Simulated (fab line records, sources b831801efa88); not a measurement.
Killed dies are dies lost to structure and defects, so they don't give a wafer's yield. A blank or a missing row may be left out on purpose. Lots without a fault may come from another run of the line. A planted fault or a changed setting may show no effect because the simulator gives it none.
Which tool did it? | flow sky130 | 14 lots, 42 wafers sampled, at 2 steps of a route of 708

WHAT THE GAUGES READ, wafer by wafer
The record holds no reading of a measuring or inspecting step that can be judged against a usual standard deviation.

WHICH TOOL RAN EACH LOT (tool, then ch and the chambers of the sampled wafers, then the start)
lot  | SKY_FIELD_ISO_OXIDATION_01   | SKY_NWELL_CLEAN_00
L744 | furnace-02 ch 0, day 1 16:02 | wet_bench-04 ch 3, day 2 16:37
L745 | furnace-02 ch 0, day 1 21:44 | wet_bench-03 ch 2, day 2 23:03
L746 | furnace-01 ch 0, day 2 02:25 | wet_bench-02 ch 1, day 3 03:04
L747 | furnace-01 ch 0, day 2 06:35 | wet_bench-02 ch 0, day 3 06:02
L748 | furnace-02 ch 0, day 2 11:07 | wet_bench-02 ch 2, day 3 11:03
L749 | furnace-01 ch 0, day 2 16:07 | wet_bench-02 ch 3, day 3 16:22
L750 | furnace-02 ch 0, day 2 21:55 | wet_bench-04 ch 2, day 3 21:22
L758 | furnace-02, day 4 13:07      | -
L759 | furnace-02, day 4 18:44      | -
L762 | furnace-01 ch 0, day 5 11:08 | wet_bench-03 ch 2, day 6 15:04
L763 | furnace-02 ch 0, day 5 14:07 | wet_bench-02 ch 2, day 6 20:33
L764 | furnace-01 ch 0, day 5 19:48 | wet_bench-04 ch 2, day 7 03:20
L765 | furnace-02 ch 0, day 6 00:59 | wet_bench-02 ch 2, day 7 11:44
L766 | furnace-02 ch 0, day 6 06:36 | wet_bench-03 ch 0, day 7 22:26
- SKY_FIELD_ISO_OXIDATION_01: stabilise 600 s, purge 300 s, target thk 12 nm.
- SKY_NWELL_CLEAN_00: cleans in SC1/SC2, time 150 s.

WHAT THE TOOLS THEMSELVES READ (means of the sampled wafers that have a number; where no wafer has one, the mark that the record gives instead)
SKY_FIELD_ISO_OXIDATION_01.
lot  | tool       | ox_temp_c (C) | ox_temp_c_max | spike_tc_upper_C (C) | zone_power_bottom_pct (%)
L744 | furnace-02 | 900.0         | 904.3         | 900.9                | 23.9
L745 | furnace-02 | 899.6         | 904.0         | 901.5                | 24.0
L746 | furnace-01 | 899.6         | 904.2         | 901.6                | 29.0
L747 | furnace-01 | 899.8         | 904.4         | 900.9                | 28.9
L748 | furnace-02 | 899.9         | 904.0         | 901.0                | 24.1
L749 | furnace-01 | 899.4         | 904.6         | 901.6                | 29.3
L750 | furnace-02 | 900.1         | 904.2         | 900.8                | 24.1
L758 | furnace-02 | -             | -             | -                    | -
L759 | furnace-02 | -             | -             | -                    | -
L762 | furnace-01 | 900.1         | 906.3         | 901.2                | 29.1
L763 | furnace-02 | 900.3         | 904.5         | 900.5                | 23.9
L764 | furnace-01 | 900.4         | 905.8         | 901.8                | 29.0
L765 | furnace-02 | 900.6         | 904.9         | 900.6                | 24.3
L766 | furnace-02 | 899.5         | 903.8         | 902.1                | 24.3

THE ANSWER, worked out from the rows above alone
Rule: what is usual is taken from the lots themselves. Put in order of their means at a reading, lots are off if they are a third of the lots or fewer, leave a main group of 4 or more, and stand apart from it by a gap of 3 or more times the standard deviation of the main group's means; of several such gaps the widest counts. A main group whose means are all the same, to the digits that the tables above print for the reading, isn't used. A lot without any number at a reading at which 4 lots or more have one is off too. The other lots that the step has rows for count as sound. The gauges are gone through in route order, then the tools' own readings, and for those a lot's mean is taken as printed above. The first step at which some lot is off is used, and at that step the reading that is off furthest; a lot without a number counts as furthest.
Off: L758, L759, at SKY_FIELD_ISO_OXIDATION_01 (ox_temp_c). Without a number there: L758, L759. The main group: mean 899.9 C, standard deviation 0.36.
A tool fits if, at that step or a process step before it, it ran every lot that is off, and no sound lot after the first of them. None of those tried fits.

WHAT THE SIMULATOR HAD PUT IN
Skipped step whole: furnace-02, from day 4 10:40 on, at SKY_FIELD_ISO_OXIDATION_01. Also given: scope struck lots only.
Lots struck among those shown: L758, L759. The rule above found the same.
